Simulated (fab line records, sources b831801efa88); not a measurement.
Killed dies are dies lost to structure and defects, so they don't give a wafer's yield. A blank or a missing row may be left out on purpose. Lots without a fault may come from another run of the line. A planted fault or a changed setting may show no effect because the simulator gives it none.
Problem report in the 8D (eight disciplines) form, filled by code | flow gf180mcu | the parts of the form that need people (team, actions taken, sign-off) are left out

1. THE PROBLEM
spin_speed_rpm at GF_HV_LDD_COAT_02 reads a mean of 3163.8 rpm on 9 wafers of 3 lots; wafers without a fault read 3000.4 rpm with a standard deviation of 1.9. That is +86 standard deviations from the usual mean.
The step: resist thk 1000 nm.
First seen on wafer L963.3, day 12 10:28, on litho_track-03. The record holds 36 wafers of 12 lots with a number at this step. Rule for "out", or "out of limits": more than 4 standard deviations from the usual mean. The other wafers with a number count as sound.

2. WHAT IT IS AND WHAT IT IS NOT
question                    | is                     | is not
which readings at this step | spin_speed_rpm         | resist_line_temp_C
which lots                  | L963, L964, L966       | L954, L955, L960, L968, L969, L971, L974, L976, L977
which wafers of those lots  | all that have a number | -
read on which tools         | litho_track-03         | litho_track-02, litho_track-04
when                        | from day 12 10:28      | up to then (9 sound wafers); but 18 sound wafers of L968, L969, L971, L974, L976, L977 came after

3. SUSPECTS, AND WHAT RULES EACH OUT
Counting: a tool at a process step up to the reading stays a suspect if it ran every lot that is out and no sound lot after the first of them.
- litho_track-03 at GF_HV_LDD_COAT_02 (resist thk 1000 nm): kept. It ran every lot that is out, first L963 (day 12 10:28), and no sound lot after that; its last sound lot up to then is L960 (day 11 10:22). Its own readings are out on those wafers: spin_speed_rpm.
Left after counting: litho_track-03 at GF_HV_LDD_COAT_02.

4. THE CAUSE (what the simulator had put in)
Process parameter drift: litho_track-03, from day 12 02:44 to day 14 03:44, at GF_HV_LDD_COAT_02. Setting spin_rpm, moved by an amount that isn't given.
Counting left only this tool.

5. THE CHAIN OF EFFECTS, in route order
Each row: a reading whose mean over the struck wafers that have a number lies more than 3 standard deviations from the usual. Only readings for which the record gives a usual standard deviation are gone through. hours: the time from each lot's start at the first step in this table that gives one to its start at this step, as a median over the lots. sigmas: the change in usual standard deviations.
hours | step               | reading                  | usual      | on struck wafers | change | sigmas
0     | GF_HV_LDD_COAT_02  | spin_speed_rpm           | 3000.4 rpm | 3163.8           | +163.4 | +86
10    | GF_HV_LDD_STRIP_10 | strip_time_to_endpoint_s | 12.63 s    | 12.36            | -0.27  | -7.4
The process steps in it:
- GF_HV_LDD_COAT_02: resist thk 1000 nm.
- GF_HV_LDD_STRIP_10: strips in O2/N2.

6. WHAT WOULD HAVE CAUGHT IT SOONER
In this record the first reading out of limits was taken at day 12 10:28, 8 hours after the fault began at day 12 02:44.
